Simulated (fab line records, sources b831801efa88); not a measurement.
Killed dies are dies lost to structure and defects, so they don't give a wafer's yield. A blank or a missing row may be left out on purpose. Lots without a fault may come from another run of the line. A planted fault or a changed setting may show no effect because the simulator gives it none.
fab line records | flow sky130
record lots=12 wafers=36 last_day=50
route steps=708 shown CONTACT@432 METAL1@449 VIA1@460
lots that met no fault: from a run of the same line without faults
start_h: hours from the record's first day to the start of the lot's first wafer shown | wait_h: hours since the lot's step before | " the same as in the row above | L1.1+2: a row that stands for several wafers | - no value, or no start given | * or withheld: withheld | < > ~ a bound
route shown NAME@n: a module of which the file shows steps, and the number in the route of the first | usual: mean/standard deviation of fault-free wafers | same: alike in all rows | chamber/n: place in a boat | sites: the reading at each site | _std_site: their standard deviation | _edge_site: outer sites' mean less inner sites' | radius_mm: how far each site lies from the wafer's centre | mask NAME#n: copy n | behind: the tool/chamber that last shaped the wafer | hold: why the lot was held/for how many hours/how that ended | device: the transistor (n, p or np) that didn't switch | end of line: the same wafers' tests at the end of the route | a step without rows: its recipe alone | killed: dies lost to structure and defects at the first sort, not the wafer's yield | map: a wafer's dies, x killed, . not, _ none there
set.NAME: the setting as run; set.NAME@STEP: as run at that earlier step | model.NAME: the simulator's own value behind a step, which no gauge read
steps of the route over a sample of lots; a table a step, a row a wafer
services: from which hour (start_h, from the record's first day; less than 0 if before it) a tool's chamber was out of use, for how many hours, and why
## steps
# step SKY_CONTACT_THK_MEAS_26
# recipe thk_meas_gauge=xrf reads=W_of_CONTACT_CVD_24
# usual CONTACT_W_THK=351/7.8
# columns lot.wafer tool chamber start_h wait_h CONTACT_W_THK[nm]
L511.3 film_metro-02 - 735.83 0.1 340
L511.4 " - " " 352
L511.5 " - " " 352
L513.1 film_metro-02 - 748.78 0.1 349
L513.3 " - " " 359
L513.6 " - " " 366
L514.1 film_metro-02 - 769.91 0.1 370
L514.3 " - " " 356
L514.5 " - " " 356
L519.1 film_metro-02 - 814.27 0.1 353
L519.2 " - " " 340
L519.3 " - " " 354
L520.1 film_metro-02 - 820.38 0.1 366
L520.3 " - " " 357
L520.6 " - " " 368
L525.1 film_metro-03 - 851.86 0.1 344
L525.2 " - " " 350
L525.3 " - " " 350
L526.2 film_metro-01 - 854.04 0.1 348
L526.4 " - " " 350
L526.6 " - " " 352
L528.2 film_metro-01 - 870.47 0.1 346
L528.3 " - " " 352
L528.5 " - " " 346
L529.1 film_metro-01 - 874.21 0.1 347
L529.5 " - " " 345
L529.6 " - " " 355
L530.1 film_metro-02 - 878.76 0.1 349
L530.4 " - " " 349
L530.5 " - " " 352
L533.3 film_metro-01 - 907.73 0.1 343
L533.4 " - " " 353
L533.6 " - " " 338
L534.4 film_metro-03 - 918.73 0.1 348
L534.5 " - " " 345
L534.6 " - " " 332
# step SKY_METAL1_CD_MEAS_15
# recipe target_cd_nm=140
# usual cd_nm=139.3/1.7
# columns lot.wafer tool chamber start_h wait_h cd_nm
L511.3 cd_sem-02 - 763.45 - 138.6
L511.4 " - " " 139.0
L511.5 " - " " 139.0
L513.1 cd_sem-02 - 776.21 - 139.4
L513.3 " - " " 138.1
L513.6 " - " " 139.2
L514.1 cd_sem-01 - 797.19 - 142.2
L514.3 " - " " 143.6
L514.5 " - " " 142.7
L519.1 cd_sem-02 - 840.54 - 140.8
L519.2 " - " " 142.0
L519.3 " - " " 141.1
L520.1 cd_sem-01 - 847.66 - 142.2
L520.3 " - " " 142.4
L520.6 " - " " 143.4
L525.1 cd_sem-02 - 878.46 - 137.5
L525.2 " - " " 137.4
L525.3 " - " " 137.2
L526.2 cd_sem-01 - 880.28 - 138.8
L526.4 " - " " 139.5
L526.6 " - " " 139.6
L528.2 cd_sem-02 - 896.86 - 135.3
L528.3 " - " " 136.0
L528.5 " - " " 136.0
L529.1 cd_sem-02 - 900.79 - 139.3
L529.5 " - " " 139.1
L529.6 " - " " 139.0
L530.1 cd_sem-02 - 904.99 - 139.7
L530.4 " - " " 139.4
L530.5 " - " " 138.1
L533.3 cd_sem-02 - 933.25 - 141.1
L533.4 " - " " 140.6
L533.6 " - " " 140.7
L534.4 cd_sem-01 - 943.30 - 139.1
L534.5 " - " " 140.7
L534.6 " - " " 138.0
# step SKY_VIA1_CMP_02
# recipe material=SiO2 down_force_psi=4 platen_rpm=60 pad_velocity_m_s=0.94248
# usual edge_zone_pressure_frac=1.000/0.0047 head_pressure_psi=4.000/0.0087 motor_current_A=12.2/1
# columns lot.wafer tool chamber start_h wait_h edge_zone_pressure_frac head_pressure_psi motor_current_A
L511.3 cmp-02 0 764.51 0.0 1.007 4.002 12.2
L511.4 " 3 " " 0.998 3.981 12.2
L511.5 " 1 " " 1.001 3.993 11.6
L513.3 cmp-01 3 777.37 0.1 0.998 3.997 9.9
L513.1 " 1 " " 0.997 4.008 11.8
L513.6 " 3 " " 0.998 4.011 10.3
L514.1 cmp-01 0 798.40 0.1 0.999 3.989 12.3
L514.3 " 1 " " 1.002 3.991 12.2
L514.5 " 3 " " 1.001 3.986 9.9
L519.3 cmp-02 1 841.65 0.0 - - -
L519.2 " 2 " " - - -
L519.1 " 0 " " - - -
L520.1 cmp-01 0 848.83 0.1 - - -
L520.3 " 2 " " - - -
L520.6 " 3 " " - - -
L525.2 cmp-01 2 879.61 0.1 0.998 4.013 14.5
L525.1 " 3 " " 1.001 3.995 9.8
L525.3 " 0 " " 1.006 4.000 12.2
L526.2 cmp-02 3 881.41 0.1 1.003 4.004 12.3
L526.4 " 0 " " 0.998 4.006 12.8
L526.6 " 2 " " 1.004 4.014 13.6
L528.2 cmp-02 1 898.02 0.0 0.999 4.010 12.3
L528.3 " 3 " " 1.004 3.993 12.3
L528.5 " 1 " " 0.999 4.002 12.0
L529.1 cmp-02 0 902.01 0.1 1.006 3.998 13.2
L529.5 " 2 " " 0.996 3.991 13.3
L529.6 " 3 " " 1.000 3.988 12.3
L530.1 cmp-01 1 906.20 0.1 1.001 3.993 12.0
L530.4 " 2 " " 1.002 4.010 13.9
L530.5 " 3 " " 0.999 4.013 10.6
L533.4 cmp-01 2 934.35 0.0 0.994 4.001 13.3
L533.3 " 0 " " 1.002 3.998 12.7
L533.6 " 3 " " 0.996 4.001 9.9
L534.4 cmp-02 1 944.55 0.2 0.996 3.998 11.8
L534.5 " 2 " " 0.999 4.003 13.5
L534.6 " 3 " " 1.006 3.979 12.0
# step SKY_VIA1_BOW_MEAS_03
# recipe mode=bow
# usual VIA1_BOW=81/6.8
# columns lot.wafer tool chamber start_h wait_h hold VIA1_BOW[um]
L511.3 film_metro-02 - 764.85 0.3 - 76
L511.4 " - " " - 76
L511.5 " - " " - 80
L513.1 film_metro-03 - 777.62 0.1 - 74
L513.3 " - " " - 85
L513.6 " - " " - 88
L514.1 film_metro-03 - 798.60 0.1 - 76
L514.3 " - " " - 71
L514.5 " - " " - 70
L519.1 film_metro-03 - 841.95 0.1 await_dispo/0.2h/release 106
L519.2 " - " " await_dispo/0.2h/release 109
L519.3 " - " " await_dispo/0.2h/release 103
L519.1 film_metro-03 - 842.37 0.4 - -
L519.2 " - " " - -
L519.3 " - " " - -
L520.1 film_metro-03 - 849.08 0.2 await_dispo/0.2h/release 108
L520.3 " - " " await_dispo/0.2h/release 111
L520.6 " - " " await_dispo/0.2h/release 107
L520.1 film_metro-03 - 849.37 0.3 - -
L520.3 " - " " - -
L520.6 " - " " - -
L525.1 film_metro-04 - 879.86 0.1 - 72
L525.2 " - " " - 83
L525.3 " - " " - 71
L526.2 film_metro-04 - 881.68 0.2 - 82
L526.4 " - " " - 81
L526.6 " - " " - 84
L528.2 film_metro-02 - 898.34 0.3 - 77
L528.3 " - " " - 83
L528.5 " - " " - 77
L529.1 film_metro-03 - 902.21 0.1 - 88
L529.5 " - " " - 92
L529.6 " - " " - 86
L530.1 film_metro-04 - 906.40 0.1 - 93
L530.4 " - " " - 75
L530.5 " - " " - 80
L533.3 film_metro-03 - 934.69 0.2 - 88
L533.4 " - " " - 81
L533.6 " - " " - 86
L534.4 film_metro-04 - 944.76 0.2 - 68
L534.5 " - " " - 72
L534.6 " - " " - 73
# step SKY_VIA1_ETCH_14
# recipe chemistry=N2/H2 target=BARC ion_energy_ev=200 source_w=500 bias_w=100 pressure_mtorr=30 n2_flow_sccm=100 h2_flow_sccm=200 stop_on=SiO2 time_s=45.9 target_depth_a=600
# usual chamber_pressure_mTorr=30.00/0.031 drypump_motor_current_A=6.0/0.41 oes_product_au=0.856/0.0049 throttle_valve_pct=13.224/0.0089
# columns lot.wafer tool chamber start_h wait_h chamber_pressure_mTorr drypump_motor_current_A oes_product_au rf_hours_counter_h throttle_valve_pct
L511.3 rie_diel-04 3 792.00 0.0 30.02 5.7 0.860 14 13.218
L511.4 " 0 " " 30.00 6.0 0.859 15 13.209
L511.5 " 0 " " 30.00 6.1 0.854 - 13.225
L513.1 rie_diel-02 3 804.25 0.0 30.01 5.1 0.857 14 13.229
L513.3 " 2 " " 30.00 5.7 0.848 8 13.231
L513.6 " 3 " " 30.04 5.1 0.865 - 13.207
L514.1 rie_diel-02 1 824.95 0.0 30.07 5.4 0.862 4 13.233
L514.3 " 2 " " 29.98 5.7 0.857 9 13.209
L514.5 " 0 " " 30.02 6.5 0.857 - 13.218
L525.1 rie_diel-03 2 905.46 0.0 30.01 5.8 0.850 7 13.244
L525.2 " 1 " " 30.01 6.4 0.859 0 13.232
L525.3 " 0 " " 30.04 6.5 0.846 10 13.228
L526.2 rie_diel-02 1 907.49 0.0 29.98 5.4 0.865 7 13.222
L526.4 " 3 " " 30.04 5.1 0.847 - 13.217
L526.6 " 2 " " 29.96 5.7 0.852 - 13.235
L528.2 rie_diel-03 2 923.26 0.0 29.95 5.8 0.857 8 13.227
L528.3 " 3 " " 29.98 5.9 0.855 7 13.234
L528.5 " 3 " " 30.03 5.9 0.858 - 13.210
L529.1 rie_diel-04 2 927.74 0.0 29.99 5.8 0.855 20 13.220
L529.5 " 1 " " 29.99 6.2 0.855 - 13.218
L529.6 " 2 " " 30.02 5.8 0.850 - 13.232
L530.1 rie_diel-02 3 930.81 0.0 29.99 5.0 0.851 18 13.229
L530.4 " 2 " " 29.98 5.7 0.853 12 13.221
L530.5 " 1 " " 30.02 5.4 0.855 - 13.223
L533.3 rie_diel-04 0 958.91 0.0 29.97 6.1 0.858 20 13.221
L533.4 " 1 " " 29.99 6.2 0.851 16 13.230
L533.6 " 0 " " 29.99 6.0 0.859 - 13.228
L534.4 rie_diel-03 1 969.20 0.0 30.00 6.4 0.856 2 13.217
L534.5 " 0 " " 30.06 6.5 0.855 - 13.226
L534.6 " 1 " " 30.02 6.4 0.860 - 13.236
## services
# columns tool chamber start_h hours kind
cmp-01 - 744.00 4.0 pm
rie_diel-02 - 745.55 1.6 repair
cmp-01 - 746.99 3.1 repair
cmp-01 - 748.00 - consumable_replace:conditioner
cmp-01 - 748.00 - consumable_replace:pad
rie_diel-03 0 748.83 2.0 repair
rie_diel-04 - 749.29 6.0 repair
rie_diel-04 1 750.89 16.3 repair
rie_diel-02 2 770.17 21.8 repair
rie_diel-03 0 845.50 15.6 repair
cmp-02 - 848.60 5.0 pm
rie_diel-03 - 849.25 10.0 pm
rie_diel-02 - 879.08 2.8 pm
cmp-01 - 880.59 1.3 repair
rie_diel-03 1 889.23 3.9 repair
rie_diel-02 0 894.01 8.1 repair
rie_diel-02 0 903.26 8.6 repair
cmp-02 - 912.37 4.0 pm
cmp-02 - 914.12 1.3 repair
cmp-02 - 916.37 - consumable_replace:conditioner
rie_diel-04 - 953.94 1.1 repair
rie_diel-02 - 957.49 0.4 repair
rie_diel-03 0 957.71 6.1 repair
cmp-01 - 961.76 6.2 pm
## key
first_sign step=SKY_VIA1_CMP_02 reading=tool_record direction=missing
effect step=SKY_VIA1_BOW_MEAS_03 reading=visit direction=added
met_at SKY_VIA1_CMP_02
struck_lots L519,L520
scrapped_behind SKY_VIA1_BOW_MEAS_03 L519.1,L519.2,L519.3,L520.1,L520.3,L520.6
not_acting_at SKY_CONTACT_THK_MEAS_26,SKY_METAL1_CD_MEAS_15,SKY_VIA1_ETCH_14
onset_between 798.40 841.65
fault kind=skipped_step_whole tool=cmp-01,cmp-02 chamber=- onset_h=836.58 steps=SKY_VIA1_CMP_02 scope=struck_lots_only
